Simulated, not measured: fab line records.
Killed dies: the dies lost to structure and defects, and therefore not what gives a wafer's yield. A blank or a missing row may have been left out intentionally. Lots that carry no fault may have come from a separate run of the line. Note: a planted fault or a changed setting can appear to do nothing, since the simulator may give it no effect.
Which tool is to blame? || flow sky130 || 11 lots with 33 wafers sampled at 2 steps, on a route of 708 steps

== WHAT EACH GAUGE READ, for each wafer ==
SKY_SONOS_TUNNEL_CD_MEAS_07 targets a cd of 410 nm.
{"lot": "L404", "measured": "day 11 18:52", "on": "cd sem-02", "cd nm (nm)": "408.1 407.2 410.0"}
{"lot": "L405", "measured": "day 12 00:19", "on": "cd sem-01", "cd nm (nm)": "409.4 409.6 412.7"}
{"lot": "L406", "measured": "day 12 11:20", "on": "cd sem-01", "cd nm (nm)": "411.1 413.4 414.4"}
{"lot": "L410", "measured": "day 14 05:28", "on": "cd sem-02", "cd nm (nm)": "409.0 407.7 409.0"}
{"lot": "L415", "measured": "day 15 16:07", "on": "cd sem-02", "cd nm (nm)": "412.3 411.6 412.1"}
{"lot": "L418", "measured": "day 16 08:07", "on": "cd sem-02", "cd nm (nm)": "412.3 408.6 411.6"}
{"lot": "L420", "measured": "day 17 04:39", "on": "cd sem-01", "cd nm (nm)": "408.4 406.8 410.4"}
{"lot": "L421", "measured": "day 17 09:58", "on": "cd sem-01", "cd nm (nm)": "408.0 407.2 406.2"}
{"lot": "L423", "measured": "day 18 02:06", "on": "cd sem-01", "cd nm (nm)": "408.9 410.5 409.0"}
{"lot": "L425", "measured": "day 18 19:55", "on": "cd sem-02", "cd nm (nm)": "408.9 407.6 409.4"}
{"lot": "L426", "measured": "day 19 06:29", "on": "cd sem-02", "cd nm (nm)": "408.7 408.8 408.3"}

SKY_SONOS_ONO_THK_MEAS_01.
{"lot": "L404", "measured": "day 11 22:39", "on": "film metro-02", "SONOS_ONO_OXIDATION_THK (nm)": "2.55 2.52 2.62"}
{"lot": "L405", "measured": "day 12 02:54", "on": "film metro-03", "SONOS_ONO_OXIDATION_THK (nm)": "2.58 2.61 2.51"}
{"lot": "L406", "measured": "day 12 14:00", "on": "film metro-03", "SONOS_ONO_OXIDATION_THK (nm)": "2.54 2.53 2.55"}
{"lot": "L410", "measured": "day 14 07:27", "on": "film metro-03", "SONOS_ONO_OXIDATION_THK (nm)": "2.63 2.61 2.60"}
{"lot": "L415", "measured": "day 15 19:48", "on": "film metro-03", "SONOS_ONO_OXIDATION_THK (nm)": "2.57 2.65 2.57"}
{"lot": "L418", "measured": "day 16 11:31", "on": "film metro-02", "SONOS_ONO_OXIDATION_THK (nm)": "2.65 2.61 2.63"}
{"lot": "L420", "measured": "day 17 09:16", "on": "film metro-03", "SONOS_ONO_OXIDATION_THK (nm)": "2.64 2.58 2.61"}
{"lot": "L421", "measured": "day 17 13:17", "on": "film metro-03", "SONOS_ONO_OXIDATION_THK (nm)": "2.70 2.66 2.71"}
{"lot": "L423", "measured": "day 18 06:07", "on": "film metro-02", "SONOS_ONO_OXIDATION_THK (nm)": "2.66 2.59 2.58"}
{"lot": "L425", "measured": "day 18 22:07", "on": "film metro-03", "SONOS_ONO_OXIDATION_THK (nm)": "2.70 2.68 2.58"}
{"lot": "L426", "measured": "day 19 08:29", "on": "film metro-04", "SONOS_ONO_OXIDATION_THK (nm)": "2.53 2.54 2.59"}

== EACH LOT AND THE TOOL THAT RAN IT (in order: tool; ch and the chambers of the sampled wafers; start) ==
The record shows no process step preceding these readings.

== WHAT THE TOOLS THEMSELVES READ (means of the sampled wafers that have a number; where no wafer has one, the mark that the record gives instead) ==
The record holds no such reading with a usual standard deviation.

== THE ANSWER, worked out from the rows above alone ==
Rule: the usual values come from the lots themselves. The widest of any qualifying gaps counts: lots, ordered by their means at a reading, are off when they make up no more than a third of the lots, leave a main group of 4 or more, and stand apart from it by 3 or more times the standard deviation of that group's means. The tables above print the reading to a certain number of digits; a main group whose means all agree to those digits is not used. Also off: a lot with no number at a reading for which 4 or more lots have one. Any other lot the step has rows for is counted as sound. First the gauges in route order, then the tools' own readings, where a lot's mean is used as printed above. At the first step where some lot is off, the reading lying furthest off is the one used; lots without a number count as furthest.
No lot is off at any reading shown: from this, nothing can be told.

== WHAT THE SIMULATOR HAD INSERTED ==
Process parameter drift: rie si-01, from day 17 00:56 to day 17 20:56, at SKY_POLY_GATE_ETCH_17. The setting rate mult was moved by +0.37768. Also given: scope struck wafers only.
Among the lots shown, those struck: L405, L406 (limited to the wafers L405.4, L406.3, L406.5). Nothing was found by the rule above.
